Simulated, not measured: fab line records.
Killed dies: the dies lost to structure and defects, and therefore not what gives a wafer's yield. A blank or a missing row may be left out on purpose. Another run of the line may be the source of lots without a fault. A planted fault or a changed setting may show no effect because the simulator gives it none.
Which tool was responsible? ; flow sky130 ; 12 lots, 36 wafers sampled, at 3 steps of a route of 708

WHAT THE GAUGES READ, wafer by wafer
SKY_VT_ADJUST_HVTR_TW_MEAS_11.
lot;measured;on;VT_ADJUST_HVTR_TW
L532;day 9 18:50;film-metro-02;212.3 212.4 213.0
L534;day 10 09:06;film-metro-01;211.0 210.3 210.9
L535;day 10 12:55;film-metro-02;211.4 210.9 210.4
L536;day 10 23:31;film-metro-02;210.9 212.8 211.3
L537;day 11 04:47;film-metro-01;209.6 210.1 209.2
L539;day 11 18:41;film-metro-03;211.7 209.7 211.1
L540;day 11 21:29;film-metro-01;210.4 211.9 210.6
L543;day 13 02:16;film-metro-01;195.4 195.3 195.1
L544;day 13 09:46;film-metro-03;194.6 196.1 195.5
L550;day 15 11:11;film-metro-02;211.4 211.5 211.7
L551;day 15 19:41;film-metro-02;211.8 212.3 212.2
L554;day 16 12:13;film-metro-02;212.7 211.2 211.6

SKY_VIA1_OVL_MEAS_13.
lot;measured;on;VIA1_OVL (nm)
L532;day 34 04:20;overlay-02;7 6 3
L534;day 34 21:40;overlay-01;3 1 3
L535;day 34 20:43;overlay-02;1 2 2
L536;day 35 08:20;overlay-02;-1 0 17
L537;day 35 21:24;overlay-02;-1 6 11
L539;day 36 19:04;overlay-01;1 6 0
L540;day 36 18:07;overlay-02;-6 7 4
L543;day 37 14:08;overlay-02;7 -3 -11
L544;day 38 00:52;overlay-01;-1 9 3
L550;day 40 00:56;overlay-01;-4 -10 -8
L551;day 40 07:03;overlay-01;-3 -5 2
L554;day 40 16:28;overlay-01;4 11 7

TOOL THAT RAN EACH LOT (tool first, then ch and the chambers of the sampled wafers, then the start)
lot;SKY_VT_ADJUST_HVTR_IMPLANT_09
L532;implanter-02 ch 0, day 9 18:37
L534;implanter-03 ch 0, day 10 08:51
L535;implanter-03 ch 0, day 10 12:40
L536;implanter-03 ch 0, day 10 23:16
L537;implanter-03 ch 0, day 11 04:32
L539;implanter-03 ch 0, day 11 18:26
L540;implanter-03 ch 0, day 11 21:14
L543;implanter-03 ch 0, day 13 02:01
L544;implanter-03 ch 0, day 13 09:31
L550;implanter-04 ch 0, day 15 10:58
L551;implanter-04 ch 0, day 15 19:28
L554;implanter-03 ch 0, day 16 11:58
- SKY_VT_ADJUST_HVTR_IMPLANT_09

AS READ BY THE TOOLS THEMSELVES (means over the sampled wafers that have a number; for cases with no such wafer, the mark the record gives instead)
SKY_VT_ADJUST_HVTR_IMPLANT_09.
lot;tool;beam-on-s (s);faraday-current-uA
L532;implanter-02;9.85;12.04
L534;implanter-03;10.01;11.84
L535;implanter-03;9.82;12.06
L536;implanter-03;9.85;12.01
L537;implanter-03;9.91;11.95
L539;implanter-03;9.94;11.91
L540;implanter-03;10.11;11.72
L543;implanter-03;7.63;15.51
L544;implanter-03;7.61;15.57
L550;implanter-04;9.87;11.97
L551;implanter-04;9.83;12.02
L554;implanter-03;10.08;11.75

THE ANSWER, worked out from the rows above alone
Rule: the usual values come from the lots themselves. The widest of any qualifying gaps counts: lots, ordered by their means at a reading, are off when they make up no more than a third of the lots, leave a main group of 4 or more, and stand apart from it by 3 or more times the standard deviation of that group's means. A main group is skipped when, at the precision printed for the reading in the tables above, its means are all equal. Also off: a lot with no number at a reading for which 4 or more lots have one. The other lots that the step has rows for count as sound. Order of review: gauges by route order, followed by the tools' own readings, for which a lot's mean as printed above is used. At the first step where some lot is off, the reading lying furthest off is the one used; lots without a number count as furthest.
Off: at SKY_VT_ADJUST_HVTR_TW_MEAS_11 (VT_ADJUST_HVTR_TW), L543, L544. The main group has a mean of 211.3 with a standard deviation of 0.79.
If a tool, at a process step before that reading, ran all the lots that are off and no sound lot after the first of them, it fits. Not tried: the gauges at SKY_VT_ADJUST_HVTR_TW_MEAS_11; whatever is off there is also off at SKY_VT_ADJUST_HVTR_IMPLANT_09, on other tools, and gauge error can't account for it. None of those tried fits.

WHAT THE SIMULATOR PUT IN
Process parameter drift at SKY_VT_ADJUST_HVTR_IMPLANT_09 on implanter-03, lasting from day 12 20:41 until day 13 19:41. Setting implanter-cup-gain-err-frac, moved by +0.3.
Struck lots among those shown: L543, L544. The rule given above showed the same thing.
